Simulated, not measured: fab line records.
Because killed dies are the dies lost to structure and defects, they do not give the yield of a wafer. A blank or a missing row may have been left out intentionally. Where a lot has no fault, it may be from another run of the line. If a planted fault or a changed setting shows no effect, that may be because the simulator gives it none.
Which tool is to blame?	flow gf180mcu	Sampling: 13 lots, 38 wafers, 3 of 602 route steps

## WHAT THE GAUGES SHOWED, per wafer
GF_MVPSD_TW_MEAS_11. Usual: MVPSD_TW 549.9, standard deviation 2.9.
lot	measured	on	MVPSD_TW	flag
L318	day 5 12:22	film_metro-01	548.3 546.9 545.4	
L320	day 6 00:01	film_metro-01	550.2 547.6 549.1	
L321	day 6 07:04	film_metro-01	553.3 550.9 551.0	
L322	day 6 12:35	film_metro-04	549.7 552.3 556.0	
L324	day 7 00:34	film_metro-02	549.2 551.0 548.1	
L326	day 7 13:01	film_metro-01	549.3 550.0 550.0	
L328	day 8 03:52	film_metro-02	544.3 545.1 548.5	
L332	day 9 03:33	film_metro-01	547.7 545.2 545.9	
L334	day 9 15:05	film_metro-04	555.9 553.0 553.9	
L335	day 9 16:42	film_metro-01	546.6 549.8 549.1	
L337	day 10 05:44	film_metro-02	551.5 548.9 549.7	
L338	day 10 10:46	film_metro-01	546.5 550.2	
L339	day 10 14:03	film_metro-04	552.9 551.9 550.4	

## WHAT TOOL EACH LOT RAN ON (gives the tool, then ch and the chambers of the sampled wafers, and finally the start)
lot	GF_STI_ETCH_13	GF_STI_STRIP_15
L318	rie_diel-02 ch 1,2,3, day 2 11:46	plasma_asher-01 ch 0,1, day 2 11:55
L320	rie_diel-02 ch 0,2,3, day 2 22:07	plasma_asher-01 ch 0,1, day 2 22:16
L321	rie_diel-01 ch 2,3, day 3 03:38	plasma_asher-01 ch 0, day 3 03:47
L322	rie_diel-02 ch 1,2,3, day 3 08:28	plasma_asher-01 ch 0,1, day 3 08:38
L324	rie_diel-02 ch 0,3, day 3 18:10	plasma_asher-04 ch 0,1, day 3 18:19
L326	rie_diel-02 ch 0,1,2, day 4 05:02	plasma_asher-03 ch 0,1, day 4 05:11
L328	rie_diel-02 ch 0,2, day 4 15:41	plasma_asher-04 ch 0,1, day 4 15:50
L332	rie_diel-02 ch 0,3, day 5 11:54	plasma_asher-01 ch 0,1, day 5 12:05
L334	rie_diel-03 ch 1,3, day 5 23:45	plasma_asher-03 ch 0,1, day 5 23:55
L335	rie_diel-01 ch 0,1,3, day 6 04:06	plasma_asher-04 ch 0,1, day 6 04:14
L337	rie_diel-02 ch 0,1,3, day 6 14:32	plasma_asher-04 ch 0,1, day 6 14:43
L338	rie_diel-01 ch 0,3, day 6 19:17	plasma_asher-01 ch 0,1, day 6 19:26
L339	rie_diel-01 ch 1,2, day 7 00:36	plasma_asher-01 ch 0,1, day 7 00:47
- GF_STI_ETCH_13: etches the open film in CHF3/O2, stops on Si, target depth 282.31 nm, time 112.9 s.
- GF_STI_STRIP_15: strips in O2/N2.

## WHAT THE TOOLS THEMSELVES READ (means of the sampled wafers that have a number; where no wafer has one, the mark that the record gives instead)
GF_STI_ETCH_13. Usual: drypump_motor_current_A 5.5 A, standard deviation 0.43; oes_product_au 0.829 a.u., standard deviation 0.0066; rf_fwd_power_W 596.8 W, standard deviation 2; throttle_valve_pct 8.808 %, standard deviation 0.0099.
lot	tool	drypump_motor_current_A (A)	oes_product_au (a.u.)	rf_fwd_power_W (W)	throttle_valve_pct (%)	flag
L318	rie_diel-02	5.6	0.835	597.3	8.810	
L320	rie_diel-02	5.3	0.829	596.1	8.806	
L321	rie_diel-01	5.3	0.822	597.4	8.810	
L322	rie_diel-02	5.6	0.827	597.7	8.807	
L324	rie_diel-02	5.0	0.819	596.3	8.804	
L326	rie_diel-02	5.4	0.832	598.1	8.814	
L328	rie_diel-02	5.3	0.830	596.4	8.814	
L332	rie_diel-02	5.0	0.834	595.7	8.800	
L334	rie_diel-03	6.2	0.830	596.7	8.808	
L335	rie_diel-01	5.4	0.828	596.3	8.814	
L337	rie_diel-02	5.4	0.828	596.7	8.805	
L338	rie_diel-01	5.5	0.827	601.0	8.803	
L339	rie_diel-01	5.4	0.830	598.3	8.805	

GF_STI_STRIP_15. Usual: drypump_motor_current_A 5.7 A, standard deviation 0.32; heater_power_w 356 W, standard deviation 31; oes_product_au 0.382 a.u., standard deviation 0.0055; platen_temp_c 250.00 C, standard deviation 0.18; strip_time_to_endpoint_s 3.70 s, standard deviation 0.055.
lot	tool	drypump_motor_current_A (A)	heater_power_w (W)	oes_product_au (a.u.)	platen_temp_c (C)	strip_time_to_endpoint_s (s)	flag
L318	plasma_asher-01	5.5	341	0.382	249.83	3.69	
L320	plasma_asher-01	5.5	344	0.378	249.88	3.67	
L321	plasma_asher-01	5.8	362	0.389	250.14	3.77	
L322	plasma_asher-01	5.7	351	0.377	250.01	3.65	
L324	plasma_asher-04	5.6	347	0.377	249.91	3.60	
L326	plasma_asher-03	5.9	391	0.378	249.82	3.63	
L328	plasma_asher-04	5.5	324	0.380	249.99	3.66	
L332	plasma_asher-01	5.7	355	0.383	250.13	3.68	
L334	plasma_asher-03	6.1	385	0.381	250.03	3.69	
L335	plasma_asher-04	5.5	324	0.384	249.99	3.75	
L337	plasma_asher-04	5.5	326	0.374	250.09	3.71	
L338	plasma_asher-01	5.6	354	0.383	250.09	3.69	
L339	plasma_asher-01	5.5	340	0.382	250.06	3.73	

## THE ANSWER, worked out from the rows above alone
Rule: take the mean of a lot's wafers that have a number; if it is more than 3 standard deviations from the usual mean, the lot is off. Also off: a lot with no number at a reading for which 4 or more lots have one. Any other lot the step has rows for is counted as sound. After the gauges, taken in route order, come the tools' own readings; for these a lot's mean is taken, as printed above. The first step at which some lot is off is used, and at that step the reading that is off furthest; a lot without a number counts as furthest.
Across all readings shown, no lot is off: no conclusion can be drawn from this.

## WHAT THE SIMULATOR HAD INSERTED
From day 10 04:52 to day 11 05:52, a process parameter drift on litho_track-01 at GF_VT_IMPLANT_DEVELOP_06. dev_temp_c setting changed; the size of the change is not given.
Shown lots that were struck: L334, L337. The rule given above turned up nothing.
